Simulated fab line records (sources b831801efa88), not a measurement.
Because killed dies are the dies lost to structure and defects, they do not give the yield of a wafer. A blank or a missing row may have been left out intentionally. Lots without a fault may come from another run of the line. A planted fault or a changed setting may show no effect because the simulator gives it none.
2 desks looking at one fault -- flow sky130 -- only its own numbers are on each desk; what lay behind them is given at the end

METROLOGY DESK
Means of the sampled wafers that have a number, per lot and without regard to the tool the lot ran on: this is what the gauges read. A lot is out of limits, marked OUT, if its mean lies more than 4 standard deviations from the usual mean; the brackets give that distance.
Columns: A = SD_N_RS at SKY_SD_N_RS_MEAS_16, usual 68.49 ohm/sq; B = RES_XHIGH_RS at SKY_SD_N_RS_MEAS_18, usual 332.8 ohm/sq; C = LI_CONTACT_BOW at SKY_LI_CONTACT_BOW_MEAS_03, usual 56 um
lot,first seen here,A,B,C
L232,day 28 04:41,68.49,332.7,53
L233,day 28 08:56,68.48,333.1,62
L237,day 30 00:04,68.36,333.8,52
L239,day 30 04:53,68.48,334.9,60
L240,day 30 18:07,68.61,331.7,50
L241,day 31 02:26,68.54,330.6,51
L243,day 31 09:11,68.54,332.7,59
L242,day 31 09:38,68.44,331.3,59
L244,day 31 17:22,68.59,331.1,-
L245,day 32 03:44,68.52,332.4,-
L246,day 32 07:14,68.52,333.6,54
L251,day 34 03:08,68.43,334.3,64
L254,day 35 01:31,68.52,331.5,54
L255,day 35 09:29,68.40,333.3,57
Result from this desk: across the 14 lots, nothing is out of limits.

THE TOOL OWNER'S DESK: hdpcvd-01
The tool's own readings at SKY_LI_CONTACT_HDPCVD_00 (deposits PSG, target thk 930 nm, time 155 s): means of the sampled wafers that have a number, for each lot that ran on this tool. A lot is out of limits, marked OUT, if its mean lies more than 4 standard deviations from the usual mean; the brackets give that distance.
Columns: A = pressureMtorr at SKY_LI_CONTACT_HDPCVD_00, usual 6.002 mTorr; B = runLengthS at SKY_LI_CONTACT_HDPCVD_00, usual 183.1 s
lot,first seen here,A,B
L232,day 28 05:04,5.999,183.2
L233,day 28 09:19,5.991,183.4
L237,day 30 00:28,6.001,182.7
L239,day 30 05:16,6.003,183.3
L241,day 31 02:46,6.011,182.5
L243,day 31 09:34,5.997,183.1
L246,day 32 07:37,5.997,183.0
L251,day 34 03:29,6.009,183.1
L254,day 35 01:54,6.011,182.8
L255,day 35 09:49,6.002,183.1
Result from this desk: across the 10 lots, nothing is out of limits.

BROUGHT TOGETHER
Metrology desk: nothing out of limits seen.
The desk of the tool owner found nothing out of limits.

WHAT HAD BEEN PUT IN BY THE SIMULATOR
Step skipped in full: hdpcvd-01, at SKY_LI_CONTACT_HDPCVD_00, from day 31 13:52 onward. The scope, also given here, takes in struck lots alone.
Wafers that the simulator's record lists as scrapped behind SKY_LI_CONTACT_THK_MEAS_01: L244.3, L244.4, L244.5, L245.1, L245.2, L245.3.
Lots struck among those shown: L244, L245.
